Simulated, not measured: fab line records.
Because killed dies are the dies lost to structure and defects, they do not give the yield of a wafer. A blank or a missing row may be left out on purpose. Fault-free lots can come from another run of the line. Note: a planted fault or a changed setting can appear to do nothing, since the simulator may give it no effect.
fab line records	flow sky130
record: lots: 6	wafers: 18	lastDay: 50
route steps=708 shown GATE_OXIDE@197 POLY_GATE@204 RES_PROTECT@206 PAD_OPEN@708
lots that met no fault: taken from a fault-free run of the same line
startH: hours from the record's opening day to when the first of the lot's shown wafers began	waitH: hours elapsed since this lot's preceding step	" repeats the value in the row above	L1.1+2: a single row standing in for several wafers	- value missing, or start not given	* or withheld: withheld	< > ~ a bound
route shown NAME@n: names a module that has steps shown in the file, with the first one's number in the route	usual: mean/standard deviation taken from wafers without a fault	same: alike in all rows	chamber/n: place in a boat	sites: the reading at each site	_std_site: standard deviation of those values	_edge_site: outer sites' mean less inner sites'	radiusMm: how far each site lies from the wafer's centre	mask NAME#n: copy n	behind: the most recent tool/chamber to have shaped the wafer	hold: reason for holding the lot/hours on hold/outcome of the hold	device: names the non-switching transistor (n, p or np)	end of line: the same wafers' tests at the end of the route	a step without rows: its recipe alone	killed: not the wafer's yield, but the dies lost to structure and defects at the first sort	map: per-die view of a wafer (x killed, . not killed, _ where there is no die)
set.NAME: the run value of the setting; set.NAME@STEP: its run value at that earlier step	model.NAME: the simulator's own value behind a step, which no gauge read
lots at selected steps of the route; one table per step, one row per wafer
services: the hour from which a tool's chamber was out of use, counted from the record's first day as startH (under 0 if before that day), plus the number of hours and why
== steps ==
step: SKY_GATE_OXIDE_OVL_MEAS_10
usual: GATE_OXIDE_OVL: 0.1/1.1
lot.wafer	tool	chamber	startH	waitH	GATE_OXIDE_OVL[nm]
L512.2	overlay-02	-	323.77	0.1	1.3
L512.4	"	-	"	"	-0.1
L512.6	"	-	"	"	0.5
L513.1	overlay-02	-	340.26	0.7	0.5
L513.2	"	-	"	"	-1.0
L513.5	"	-	"	"	-0.5
L515.2	overlay-02	-	351.57	0.1	1.2
L515.3	"	-	"	"	1.4
L515.4	"	-	"	"	0.1
L516.1	overlay-02	-	358.27	0.1	2.1
L516.2	"	-	"	"	0.5
L516.6	"	-	"	"	3.5
L527.4	overlay-01	-	459.74	0.1	0.3
L527.5	"	-	"	"	-0.9
L527.6	"	-	"	"	-0.6
L530.2	overlay-02	-	484.32	0.1	-3.1
L530.4	"	-	"	"	-0.3
L530.6	"	-	"	"	0.4
step: SKY_GATE_OXIDE_IMPLANT_11
recipe: species: B	energyKev: 10	doseCm2: 2.6e+12	tiltDeg: withheld
step: SKY_GATE_OXIDE_WET_ETCH_12
recipe: chemistry: dHF	targetDepthNm: 16.8	dry: n2Spin	target: SiO2	dilution: 100:1	tempC: 25	timeS: 336
step: SKY_GATE_OXIDE_STRIP_13
recipe: chemistry: O2/N2	powerW: 1400	pressureMtorr: 1500	platenTempC: withheld	o2FlowSccm: 3000	n2FlowSccm: 300	overashFraction: 0.5
usual: drypumpMotorCurrentA: 5.4/0.42	oesProductAu: 0.715/0.0043	stripTimeToEndpointS: 14.18/0.034
same: overashFraction: 0.5
lot.wafer	tool	chamber	startH	waitH	drypumpMotorCurrentA	oesProductAu	rfHoursCounterH	stripTimeToEndpointS
L512.2	plasmaAsher-02	1	324.06	0.0	5.2	0.718	20	14.21
L512.4	"	1	"	"	5.2	0.716	-	14.21
L512.6	"	1	"	"	5.2	0.715	-	14.18
L513.1	plasmaAsher-02	0	340.55	0.0	6.2	0.715	22	14.17
L513.2	"	1	"	"	5.2	0.713	22	14.19
L513.5	"	0	"	"	6.2	0.711	-	14.21
L515.2	plasmaAsher-03	1	351.85	0.0	5.0	0.710	52	14.13
L515.3	"	0	"	"	5.0	0.717	-	14.18
L515.4	"	1	"	"	5.1	0.714	-	14.13
L516.1	plasmaAsher-02	1	358.56	0.0	5.2	0.723	25	14.13
L516.2	"	0	"	"	6.2	0.714	25	14.18
L516.6	"	0	"	"	6.2	0.717	-	14.17
L527.4	plasmaAsher-03	0	460.04	0.0	5.0	0.712	-	14.15
L527.5	"	0	"	"	5.0	0.719	-	14.19
L527.6	"	1	"	"	5.1	0.713	-	14.20
L530.2	plasmaAsher-01	1	484.61	0.0	5.9	0.710	5	14.14
L530.4	"	0	"	"	5.4	0.708	-	14.15
L530.6	"	1	"	"	5.8	0.712	-	14.15
step: SKY_GATE_OXIDE_TW_MEAS_14
usual: GATE_OXIDE_TW: 222.8/1.1
lot.wafer	tool	chamber	startH	waitH	GATE_OXIDE_TW
L512.2	filmMetro-03	-	324.17	0.1	222.9
L512.4	"	-	"	"	223.3
L512.6	"	-	"	"	224.0
L513.1	filmMetro-01	-	340.65	0.1	222.9
L513.2	"	-	"	"	224.3
L513.5	"	-	"	"	223.1
L515.2	filmMetro-01	-	351.96	0.1	222.7
L515.3	"	-	"	"	221.1
L515.4	"	-	"	"	222.5
L516.1	filmMetro-01	-	358.66	0.1	222.3
L516.2	"	-	"	"	222.0
L516.6	"	-	"	"	223.6
L527.4	filmMetro-03	-	460.14	0.1	224.3
L527.5	"	-	"	"	222.4
L527.6	"	-	"	"	223.2
L530.2	filmMetro-01	-	484.72	0.1	222.6
L530.4	"	-	"	"	222.8
L530.6	"	-	"	"	222.7
step: SKY_GATE_OXIDE_CLEAN_15
recipe: chemistry: SC1/SC2	mix: 1:4:20	tempC: 70	timeS: 150	dry: n2Spin
step: SKY_GATE_OXIDE_OXIDATION_16
recipe: tempC: 800	ambient: O2	idleTempC: 700	rampUpCPerMin: 10	rampDownCPerMin: 3	stabiliseS: 600	purgeS: 300	targetThkA: 35.7	oxTimeS: 1915
step: SKY_POLY_GATE_CVD_00
recipe: material: poly-Si	targetThkNm: 180	tempC: 620	timeS: 720	pressureMtorr: 200
step: SKY_POLY_GATE_THK_MEAS_01
recipe: reads: poly-Si_of_POLY_GATE_CVD_00
usual: POLY_GATE_CVD_00_THK: 179.7/1.4
lot.wafer	tool	chamber	startH	waitH	POLY_GATE_CVD_00_THK[nm]
L512.2	filmMetro-01	-	328.48	0.0	179.9
L512.4	"	-	"	"	180.6
L512.6	"	-	"	"	179.9
L513.1	filmMetro-04	-	345.40	0.0	180.1
L513.2	"	-	"	"	181.4
L513.5	"	-	"	"	180.3
L515.2	filmMetro-02	-	355.34	0.0	179.0
L515.3	"	-	"	"	178.5
L515.4	"	-	"	"	179.0
L516.1	filmMetro-02	-	361.76	0.0	180.5
L516.2	"	-	"	"	180.1
L516.6	"	-	"	"	179.3
L527.4	filmMetro-02	-	463.34	0.0	177.8
L527.5	"	-	"	"	176.4
L527.6	"	-	"	"	178.0
L530.2	filmMetro-01	-	487.94	0.0	179.9
L530.4	"	-	"	"	178.8
L530.6	"	-	"	"	178.9
step: SKY_RES_PROTECT_DEHYDRATE_00
recipe: tempC: 200	timeS: 60
step: SKY_RES_PROTECT_HMDS_01
recipe: primeTimeS: 60	primeTempC: 120
step: SKY_RES_PROTECT_COAT_02
recipe: resist: NOVOLAK	spinRpm: 3000	resistThkNm: 1140
step: SKY_RES_PROTECT_SOFTBAKE_03
recipe: tempC: 90	timeS: 60	resist: NOVOLAK
usual: heaterPowerTotalW: 56.60/0.046	runLengthS: 89.28/0.14
lot.wafer	tool	chamber	startH	waitH	heaterPowerTotalW	runLengthS
L512.2	lithoTrack-04	0	341.99	0.1	56.57	89.19
L512.4	"	0	"	"	56.60	89.13
L512.6	"	0	"	"	56.63	89.32
L513.1	lithoTrack-04	0	359.67	0.1	56.58	89.17
L513.2	"	0	"	"	78.25	50.64
L513.5	"	0	"	"	78.34	50.65
L515.2	lithoTrack-04	0	369.49	0.1	78.38	50.52
L515.3	"	0	"	"	56.60	89.17
L515.4	"	0	"	"	56.57	89.11
L516.1	lithoTrack-03	0	375.36	0.1	56.59	89.42
L516.2	"	0	"	"	56.59	89.30
L516.6	"	0	"	"	56.58	89.29
L527.4	lithoTrack-02	0	478.31	0.1	56.58	89.12
L527.5	"	0	"	"	56.61	89.12
L527.6	"	0	"	"	56.57	89.02
L530.2	lithoTrack-03	0	503.29	0.1	56.60	89.25
L530.4	"	0	"	"	56.56	89.30
L530.6	"	0	"	"	56.54	89.45
step: SKY_RES_PROTECT_EXPOSE_04
recipe: maskId: RPM	na: 0.6	sourceShape: conventional	sigmaOuter: 0.6	polarization: unpolarized	targetCdNm: 1270	doseMj: 131
step: SKY_RES_PROTECT_PEB_05
recipe: tempC: withheld	timeS: *	resist: NOVOLAK
step: SKY_RES_PROTECT_DEVELOP_06
recipe: resist: NOVOLAK	developer: TMAH	developTimeS: 60	devTempC: 23
lot.wafer	tool	chamber	startH	waitH	model.NOVOLAK_of_RES_PROTECT_COAT_02.thkNm
L512.2+6	lithoTrack-04	0	355.19	0.1	1138
L512.4	"	0	"	"	1140
L513.1	lithoTrack-04	0	373.67	0.1	1140
L513.2	"	0	"	"	1174
L513.5	"	0	"	"	1171
L515.2	lithoTrack-03	0	383.34	0.1	1172
L515.3	"	0	"	"	1138
L515.4	"	0	"	"	1145
L516.1+2	lithoTrack-02	0	390.13	0.1	1141
L516.6	"	0	"	"	1142
L527.4	lithoTrack-02	0	493.31	0.1	1136
L527.5	"	0	"	"	1138
L527.6	"	0	"	"	1137
L530.2	lithoTrack-04	0	518.29	0.1	1137
L530.4+6	"	0	"	"	1134
step: SKY_POLY_GATE_IMPLANT_02
recipe: species: P	energyKev: 30	doseCm2: 7.7e+15	tiltDeg: 0
step: SKY_RES_PROTECT_STRIP_07
recipe: chemistry: O2/N2	powerW: 1400	pressureMtorr: 1500	platenTempC: withheld	o2FlowSccm: 3000	n2FlowSccm: 300	overashFraction: 0.5
usual: drypumpMotorCurrentA: 5.4/0.47	oesProductAu: 0.517/0.0047	stripTimeToEndpointS: 23.29/0.039
same: overashFraction: 0.5
lot.wafer	tool	chamber	startH	waitH	drypumpMotorCurrentA	oesProductAu	rfHoursCounterH	stripTimeToEndpointS
L512.2	plasmaAsher-03	0	355.47	0.1	5.0	0.519	52	23.26
L512.4	"	1	"	"	5.1	0.510	-	23.28
L512.6	"	1	"	"	5.1	0.517	-	23.23
L513.1	plasmaAsher-04	0	373.97	0.1	6.0	0.510	65	23.33
L513.2	"	1	"	"	5.5	0.513	65	23.67
L513.5	"	1	"	"	5.5	0.521	-	23.64
L515.2	plasmaAsher-03	1	383.61	0.1	5.1	0.514	55	23.63
L515.3	"	1	"	"	5.1	0.516	-	23.26
L515.4	"	0	"	"	5.0	0.520	-	23.37
L516.1	plasmaAsher-02	1	390.43	0.1	5.2	0.516	28	23.32
L516.2	"	0	"	"	6.2	0.520	28	23.32
L516.6	"	0	"	"	6.2	0.516	-	23.33
L527.4	plasmaAsher-03	0	493.56	0.1	5.1	0.514	-	23.27
L527.5	"	0	"	"	5.0	0.512	-	23.28
L527.6	"	1	"	"	5.1	0.504	-	23.29
L530.2	plasmaAsher-04	1	518.57	0.1	5.5	0.507	77	23.27
L530.4	"	1	"	"	5.5	0.509	-	23.23
L530.6	"	0	"	"	6.0	0.525	-	23.20
step: SKY_RES_PROTECT_TW_MEAS_08
usual: POLY_GATE_TW: 4015/23
lot.wafer	tool	chamber	startH	waitH	POLY_GATE_TW
L512.2	filmMetro-04	-	355.58	0.1	4043
L512.4	"	-	"	"	4047
L512.6	"	-	"	"	4030
L513.1	filmMetro-02	-	374.07	0.1	4004
L513.2	"	-	"	"	4002
L513.5	"	-	"	"	3995
L515.2	filmMetro-03	-	383.72	0.1	4023
L515.3	"	-	"	"	4029
L515.4	"	-	"	"	4005
L516.1	filmMetro-04	-	390.53	0.1	3999
L516.2	"	-	"	"	4007
L516.6	"	-	"	"	4026
L527.4	filmMetro-02	-	493.66	0.1	3980
L527.5	"	-	"	"	3968
L527.6	"	-	"	"	3976
L530.2	filmMetro-02	-	518.68	0.1	3978
L530.4	"	-	"	"	3978
L530.6	"	-	"	"	4002
step: SKY_PAD_OPEN_PROBE_99
usual: killed_at_M0_to_M3: 44/7.5	killed_at_M4_up: 3.2/1.9	killedAtContacts: 23/4.7	killedAtFrontEnd: 15/4.7	killedAtOther: 0.4/0.66	killedDies: 87/9.3	killedOpen: 47/7.2	killedShort: 39/6.5
same: grossDies: 492	killedAtBackSide: 0
lot.wafer	tool	chamber	startH	waitH	killed_at_M0_to_M3	killed_at_M4_up	killedAtContacts	killedAtFrontEnd	killedAtOther	killedDies	killedOpen	killedShort
L513.1	prober-01	-	1106.97	0.1	43	1	20	8	1	73	46	27
L513.2	prober-01	-	1107.02	0.1	52	6	21	13	0	92	49	43
L513.5	prober-01	-	1107.17	0.2	50	6	20	11	0	87	43	44
L515.2	prober-01	-	1109.33	0.1	39	3	23	20	0	85	42	42
L515.3	prober-01	-	1109.38	0.2	43	2	18	14	1	78	35	39
L515.4	prober-01	-	1109.43	0.2	59	1	22	18	0	100	66	31
L516.1	prober-02	-	1112.09	0.1	34	0	21	11	0	66	43	23
L516.2	prober-02	-	1112.14	0.1	45	2	25	9	0	81	41	40
L516.6	prober-02	-	1112.34	0.2	43	5	26	12	0	86	44	42
L527.4	prober-02	-	1173.63	0.2	58	6	20	11	0	95	51	44
L527.5	prober-02	-	1173.68	0.2	42	2	27	18	0	89	56	32
L527.6	prober-02	-	1173.73	0.2	36	2	28	18	1	85	43	40
L530.2	prober-02	-	1190.00	0.1	45	1	25	9	0	80	42	37
L530.4	prober-02	-	1190.10	0.2	38	5	24	12	0	79	42	37
L530.6	prober-02	-	1190.20	0.2	44	1	24	15	0	84	48	36
killed by level:class
L513.1 VIA1:geometricParticle:open=14 LI_CONTACT:geometricParticle:open=8 CONTACT:geometricParticle:open=7 VIA2:geometricParticle:open=6 VIA1:geometricParticle:short=4 VIA3:geometricParticle:open=4 FIELD_ISO:geometricParticle:open=3 METAL1:geometricParticle:short=3
L513.2 VIA1:geometricParticle:open=13 LI_CONTACT:geometricParticle:open=10 VIA1:geometricParticle:short=7 VIA3:geometricParticle:open=7 FIELD_ISO:geometricParticle:short=6 LI_CONTACT:geometricParticle:short=4 METAL1:geometricParticle:short=4 METAL2:geometricParticle:short=4
L513.5 VIA1:geometricParticle:open=10 VIA1:geometricParticle:short=9 VIA3:geometricParticle:open=6 LI_CONTACT:geometricParticle:open=6 CONTACT:geometricParticle:open=6 METAL2:geometricParticle:short=6 FIELD_ISO:geometricParticle:short=5 CONTACT:geometricParticle:short=5
L515.2 VIA1:geometricParticle:open=8 FIELD_ISO:geometricParticle:open=6 VIA1:geometricParticle:short=6 CONTACT:geometricParticle:open=6 VIA3:geometricParticle:open=6 POLY_GATE:geometricParticle:short=5 LI_CONTACT:geometricParticle:short=5 LI_CONTACT:geometricParticle:open=5
L515.3 VIA3:geometricParticle:open=9 FIELD_ISO:geometricParticle:short=6 VIA1:geometricParticle:open=6 METAL1:geometricParticle:short=6 CONTACT:geometricParticle:short=5 METAL2:geometricParticle:short=5 CONTACT:geometricParticle:open=4 VIA2:geometricParticle:open=4
L515.4 VIA1:geometricParticle:open=19 CONTACT:geometricParticle:open=9 VIA1:geometricParticle:short=9 VIA3:geometricParticle:open=9 VIA2:geometricParticle:open=8 LI_CONTACT:geometricParticle:open=6 FIELD_ISO:geometricParticle:open=5 POLY_GATE:geometricParticle:open=5
L516.1 VIA1:geometricParticle:open=10 CONTACT:geometricParticle:open=9 LI_CONTACT:geometricParticle:open=7 POLY_GATE:geometricParticle:open=5 VIA3:geometricParticle:open=5 VIA2:geometricParticle:open=5 POLY_GATE:geometricParticle:short=4 LOCAL_INTERCONNECT:geometricParticle:short=3
L516.2 VIA1:geometricParticle:open=15 CONTACT:geometricParticle:short=8 CONTACT:geometricParticle:open=8 VIA1:geometricParticle:short=7 METAL3:geometricParticle:short=6 METAL1:geometricParticle:short=4 METAL2:geometricParticle:short=4 VIA2:geometricParticle:open=4
L516.6 VIA1:geometricParticle:open=15 LI_CONTACT:geometricParticle:open=9 CONTACT:geometricParticle:open=8 VIA1:geometricParticle:short=6 METAL2:geometricParticle:short=6 VIA2:geometricParticle:open=5 CONTACT:geometricParticle:short=4 METAL4:geometricParticle:short=4
L527.4 VIA1:geometricParticle:open=11 CONTACT:geometricParticle:open=9 VIA2:geometricParticle:open=9 VIA3:geometricParticle:open=8 CONTACT:geometricParticle:short=6 VIA1:geometricParticle:short=6 METAL2:geometricParticle:short=6 METAL4:geometricParticle:short=5
L527.5 CONTACT:geometricParticle:open=16 VIA3:geometricParticle:open=8 VIA1:geometricParticle:open=8 LI_CONTACT:geometricParticle:open=7 METAL1:geometricParticle:short=7 POLY_GATE:geometricParticle:short=5 VIA1:geometricParticle:short=5 FIELD_ISO:geometricParticle:open=4
L527.6 VIA1:geometricParticle:open=10 CONTACT:geometricParticle:open=8 FIELD_ISO:geometricParticle:open=7 LOCAL_INTERCONNECT:geometricParticle:short=7 VIA3:geometricParticle:open=7 LI_CONTACT:geometricParticle:open=6 FIELD_ISO:geometricParticle:short=5 VIA1:geometricParticle:short=5
L530.2 VIA1:geometricParticle:open=11 CONTACT:geometricParticle:open=9 METAL2:geometricParticle:short=8 VIA2:geometricParticle:open=7 LOCAL_INTERCONNECT:geometricParticle:short=5 VIA1:geometricParticle:short=5 CONTACT:geometricParticle:short=5 LI_CONTACT:geometricParticle:open=4
L530.4 VIA3:geometricParticle:open=9 CONTACT:geometricParticle:open=7 METAL2:geometricParticle:short=7 LOCAL_INTERCONNECT:geometricParticle:short=6 LI_CONTACT:geometricParticle:open=4 CONTACT:geometricParticle:short=4 VIA2:geometricParticle:short=4 METAL4:geometricParticle:short=4
L530.6 CONTACT:geometricParticle:open=12 VIA3:geometricParticle:open=9 VIA2:geometricParticle:open=7 LI_CONTACT:geometricParticle:open=6 VIA1:geometricParticle:short=5 FIELD_ISO:geometricParticle:short=4 POLY_GATE:geometricParticle:short=4 METAL1:geometricParticle:short=4
== services ==
tool	chamber	startH	hours	kind
plasmaAsher-01	-	337.55	14.6	pm
plasmaAsher-03	-	378.58	1.8	repair
plasmaAsher-04	-	389.09	1.9	repair
plasmaAsher-02	-	397.98	3.5	repair
plasmaAsher-04	-	402.08	1.4	repair
plasmaAsher-04	-	410.55	0.3	repair
plasmaAsher-02	-	413.53	0.6	repair
plasmaAsher-01	-	421.25	9.0	pm
plasmaAsher-01	0	421.25	9.0	ventCycle
plasmaAsher-01	1	421.25	9.0	ventCycle
plasmaAsher-04	-	424.81	11.2	repair
plasmaAsher-01	0	430.25	-	clean
plasmaAsher-01	1	430.25	-	clean
plasmaAsher-03	-	438.54	3.6	repair
plasmaAsher-02	-	441.03	0.7	repair
plasmaAsher-04	-	451.47	0.5	repair
plasmaAsher-04	-	481.21	11.0	repair
== key ==
firstSign: step: SKY_RES_PROTECT_SOFTBAKE_03	reading: heaterPowerTotalW	direction: up	sigmas: 99+	usual: *	struck: *
effect: step: SKY_RES_PROTECT_SOFTBAKE_03	reading: runLengthS	direction: down	sigmas: 99+	usual: *	struck: *
effect: step: SKY_RES_PROTECT_STRIP_07	reading: stripTimeToEndpointS	direction: up	sigmas: 9.2	usual: *	struck: *
modelEffect: step: SKY_RES_PROTECT_DEVELOP_06	value: NOVOLAK_of_RES_PROTECT_COAT_02.thkNm	without: 1141	struck: 1172
metAt SKY_RES_PROTECT_SOFTBAKE_03
struckWafers L513.2,L513.5,L515.2
testerLeftOut L513,L515
onsetBetween 341.99 359.67
fault: kind: processParameterDrift	tool: lithoTrack-04	chamber: -	onsetH: 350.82	steps: SKY_RES_PROTECT_SOFTBAKE_03	channel: timeS	offset: *	shape: step	endH: 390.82	scope: struckWafersOnly	actsIn: *	stated: *
testerLeftOut: of these lots the tester's yield and bins aren't shown, on N5 and GAA mostly nor the transistor test; their killed dies are dies lost to structure and defects alone, not to doping, threshold or leakage, so they don't give the yield
